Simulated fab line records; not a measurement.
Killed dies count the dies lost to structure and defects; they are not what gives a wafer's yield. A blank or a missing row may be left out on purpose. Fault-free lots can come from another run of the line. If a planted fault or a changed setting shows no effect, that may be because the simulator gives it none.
Code-filled problem report in 8D (eight disciplines) form || flow sky130 || the parts of the form that need people (team, actions taken, sign-off) are left out

1. PROBLEM STATEMENT
SKY_PAD_OPEN_PROBE_99, killed at front end: mean 48 over 1 wafer from 1 lot; wafers with no fault: 14, standard deviation 4.3. Measured from the usual mean, that is +7.9 standard deviations.
Seen first at day 49 04:11 on prober-01, wafer L627.6. The record has a number at this step for 6 wafers belonging to 2 lots. The rule behind "out" and "out of limits": a value lying over 4 standard deviations away from the usual mean. The rest of the wafers with a number are treated as sound.

2. WHAT IT IS; WHAT IT IS NOT
{"question": "which readings at this step", "is": "killed at front end, killed dies", "is not": "killed_at_M0_to_M3, killed_at_M4_up, killed at contacts, killed at other, killed open, killed short"}
{"question": "which lots", "is": "L627", "is not": "L636"}
{"question": "which wafers of those lots", "is": "L627.6", "is not": "L627.2, L627.4"}
{"question": "read on which tools", "is": "prober-01", "is not": "prober-02"}
{"question": "when", "is": "from day 49 04:11", "is not": "up to then (2 sound wafers); but 3 sound wafers of L636 came after"}

3. WHAT RULES OUT EACH SUSPECT
Counting: if a tool at a process step up to the reading ran every lot that is out, it stays a suspect. Sound lots after the first of them don't rule it out here, since some wafers of a struck lot are sound.
- rie diel-04 at SKY_POLY_CUT_ETCH_11 (etches Si3N4 in CF4/CH2F2/Ar, stops on poly-Si, time 42.5 s, target depth 60 nm): kept. It ran the lot that is out, L627 (day 28 03:31).
- pvd sputter-04 at SKY_METAL5_SPUTTER_02 (material AlCu, target thk 1150 nm, time 58.66 s): kept. It ran the lot that is out, L627 (day 46 11:13).
- prober-01 at SKY_PAD_OPEN_PROBE_99: kept. It ran the lot that is out, L627 (day 49 03:59). Its own readings are out on those wafers: killed at front end, killed dies.
- At SKY_POLY_CUT_ETCH_11, inside rie diel-04: chamber 2 took the wafers that are out, while their sound lot-mates went through chambers 0, 1.
Left after counting: rie diel-04 at SKY_POLY_CUT_ETCH_11, pvd sputter-04 at SKY_METAL5_SPUTTER_02, prober-01 at SKY_PAD_OPEN_PROBE_99.

4. THE CAUSE (what the simulator had put in)
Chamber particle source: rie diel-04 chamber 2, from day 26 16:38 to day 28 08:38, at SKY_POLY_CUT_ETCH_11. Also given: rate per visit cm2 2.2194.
3 suspects survive the count, and this tool is in that group.

5. SEQUENCE OF EFFECTS, ordered by route
One row per reading whose mean, taken over the struck wafers that have a number, lies over 3 standard deviations from the usual. Readings are gone through only where the record gives a usual standard deviation; hours: the median, over the lots, of the time from a lot's start at the first step in this table giving one to that lot's start at this step; sigmas: the change measured in usual standard deviations.
{"hours": 0, "step": "SKY_PAD_OPEN_PROBE_99", "reading": "killed at front end", "usual": 14, "on struck wafers": 48, "change": "+34", "sigmas": "+7.9"}
{"hours": 0, "step": "SKY_PAD_OPEN_PROBE_99", "reading": "killed dies", "usual": 85, "on struck wafers": 127, "change": "+42", "sigmas": "+4.3"}
The process steps in it:
- SKY_PAD_OPEN_PROBE_99

6. WHAT WOULD HAVE CAUGHT IT SOONER
The fault began at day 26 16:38; the first out-of-limits reading in this record came at day 49 04:11, 540 hours later.
An alarm limit of 4 standard deviations would not have fired on the tool readings at SKY_POLY_CUT_ETCH_11 for which the record gives a usual standard deviation, since none of them was out on any struck wafer.
The start of SKY_POLY_CUT_ETCH_11 on rie diel-04 came by day 49 04:11 for every one of the lots that are out (1). Holding the tool at that point would not have protected any of them.
